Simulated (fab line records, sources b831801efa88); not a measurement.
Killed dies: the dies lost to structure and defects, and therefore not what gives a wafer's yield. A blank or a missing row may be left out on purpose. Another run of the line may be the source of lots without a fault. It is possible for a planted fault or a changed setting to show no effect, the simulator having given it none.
A lot that was struck, set against a sound lot | flow sky130 | 28 steps out of a route of 708
Sound: the wafers L594.1, L594.3, L594.5. Struck: wafers L605.3, L605.4, L605.5. Last of all comes the cause.
Per side, at each step with rows, come the tool, then ch with its chambers, and then its first start. Under that, the readings that differ: sound wafers | struck wafers | difference of the means | sigmas: that difference in standard deviations of wafers without a fault.
alike: words and numbers the same on both sides, and readings whose means are apart by under 2 such deviations; not compared: readings that were withheld, readings missing a value for some wafer, numbers with overlapping values and no deviation given by the record, and bounds like >300 which may hide the same value.
The two part at a step that has a row with sigmas, a row that says differs or no value, or rows on one side only. When numbers do not overlap yet have no deviation, they are printed without sigmas and do not part them. Lack of a reading on every wafer of one side parts them only where that side has two or more wafers.

first, 5 steps without rows for these wafers: SKY_SD_N_IMPLANT_09; SKY_SD_N_IMPLANT_10; SKY_SD_N_STRIP_11 (strips in O2/N2); SKY_SD_N_CLEAN_13 (cleans in SC1/SC2, time 150 s); SKY_SD_N_RTA_14 (time 2 s).
SKY_SALICIDE_CLEAN_00: cleans in HF-last, time 30 s.
  sound on wet-bench-03 ch 0, day 30 03:35; struck on wet-bench-03 ch 0, day 33 07:10
then, 21 steps without rows for these wafers: SKY_LI_CONTACT_HDPCVD_00 (deposits PSG, target thk 930 nm, time 155 s); SKY_LI_CONTACT_CMP_02 (polishes PSG); SKY_LI_CONTACT_DEHYDRATE_04 (time 60 s); SKY_LI_CONTACT_HMDS_05 (prime time 60 s); SKY_LI_CONTACT_COAT_06 (resist thk 60 nm); SKY_LI_CONTACT_COAT_07 (resist thk 450 nm); SKY_LI_CONTACT_SOFTBAKE_08 (time 90 s); SKY_LI_CONTACT_EXPOSE_09 (exposes mask LICM1, target cd 170 nm); SKY_LI_CONTACT_PEB_10; SKY_LI_CONTACT_DEVELOP_11 (develop time 60 s); SKY_LI_CONTACT_ETCH_14 (etches BARC in N2/H2, stops on SiO2, time 45.9 s, target depth 60 nm); SKY_LI_CONTACT_ETCH_15 (etches PSG in C4F8/O2/Ar, stops on Si, target depth 600 nm); SKY_LI_CONTACT_STRIP_16 (strips in O2/N2); SKY_LI_CONTACT_CLEAN_17 (cleans in NMP, time 600 s); SKY_LI_CONTACT_PRE_CLEAN_18 (time 5.6 s); SKY_LI_CONTACT_SPUTTER_19 (material Ti, target thk 20 nm, time 106.37 s); SKY_LI_CONTACT_SPUTTER_20 (material TiN, target thk 20 nm, time 80 s); SKY_LI_CONTACT_CVD_21 (deposits W, target thk 400 nm, time 120.56 s); SKY_LI_CONTACT_CMP_24 (polishes, stops on PSG, t overpolish 20 s, target thk 0 nm); SKY_LOCAL_INTERCONNECT_SPUTTER_00 (material TiN, target thk 100 nm, time 83.3 s); SKY_LOCAL_INTERCONNECT_DEHYDRATE_03 (time 60 s).
-- the record jumps here: 16 days lie between the struck wafers' starts before and after (it left off in module LOCAL_INTERCONNECT and takes up again in module PAD_OPEN, whose first step shown is number 708 of the route) --
SKY_PAD_OPEN_PROBE_99:
  struck on prober-02, day 49 14:45; sound on prober-02, day 47 10:12
  reading             | sound    | struck   | difference | sigmas
  killed-at-contacts  | 26 29 33 | 23 19 13 | -11        | -2
  killed-at-front-end | 17 20 14 | 41 39 45 | +25        | +5
  alike: killed_at_M0_to_M3, killed_at_M4_up, killed-at-other, killed-dies, killed-open, killed-short

WHERE THEY PART
Only at SKY_PAD_OPEN_PROBE_99, as far as this record shows.

WHY: what had been put in by the simulator
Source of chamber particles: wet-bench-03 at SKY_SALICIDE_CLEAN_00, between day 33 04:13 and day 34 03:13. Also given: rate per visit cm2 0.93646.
